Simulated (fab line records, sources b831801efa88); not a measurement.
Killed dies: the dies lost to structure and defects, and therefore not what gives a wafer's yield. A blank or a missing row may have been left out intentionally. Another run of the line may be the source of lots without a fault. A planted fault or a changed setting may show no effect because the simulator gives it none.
Which tool was responsible? | flow gf180mcu | Sampling: 6 lots, 18 wafers, 2 of 602 route steps

WHAT THE GAUGES READ, wafer by wafer
GF_PSD_RS_MEAS_14: measurement is done with a four-point probe.
lot  | measured     | on           | NSD_RS (ohm/sq)
L763 | day 14 18:15 | filmMetro-01 | 46.17 46.01 46.14
L767 | day 17 23:58 | filmMetro-01 | 46.19 46.14 46.20
L768 | day 18 03:45 | filmMetro-04 | 44.17 46.05 46.11
L776 | day 20 15:45 | filmMetro-01 | 46.27 46.25 46.16
L778 | day 21 22:15 | filmMetro-04 | 46.18 46.05 46.08
L780 | day 22 06:36 | filmMetro-01 | 46.13 46.13 46.14

WHICH TOOL RAN EACH LOT (tool, then ch and the chambers of the sampled wafers, then the start)
lot  | GF_PSD_RTA_13
L763 | rtpAnneal-01 ch 0, day 14 18:10
L767 | rtpAnneal-01 ch 0, day 17 23:52
L768 | rtpAnneal-02 ch 0, day 18 03:35
L776 | rtpAnneal-02 ch 0, day 20 15:40
L778 | rtpAnneal-01 ch 0, day 21 22:10
L780 | rtpAnneal-01 ch 0, day 22 06:31
- GF_PSD_RTA_13: time 20 s.

THE ANSWER, worked out from the rows above alone
Rule: usual is defined by the lots themselves. Put in order of their means at a reading, lots are off if they are a third of the lots or fewer, leave a main group of 4 or more, and stand apart from it by a gap of 3 or more times the standard deviation of the main group's means; of several such gaps the widest counts. Not used: any main group whose means are identical at the precision the tables above print for the reading. A lot without any number at a reading at which 4 lots or more have one is off too. Where the step has rows for the other lots, those lots are counted as sound.
Off: at GF_PSD_RS_MEAS_14 (NSD_RS), L768. Main group: mean 46.15 ohm/sq, sd 0.047.
A tool fits if, at a process step before that reading, it ran every lot that is off, and no sound lot after the first of them. Gauges at GF_PSD_RS_MEAS_14: tried the same way as those tools. Of those tried, none fits.

WHAT HAD BEEN PUT IN BY THE SIMULATOR
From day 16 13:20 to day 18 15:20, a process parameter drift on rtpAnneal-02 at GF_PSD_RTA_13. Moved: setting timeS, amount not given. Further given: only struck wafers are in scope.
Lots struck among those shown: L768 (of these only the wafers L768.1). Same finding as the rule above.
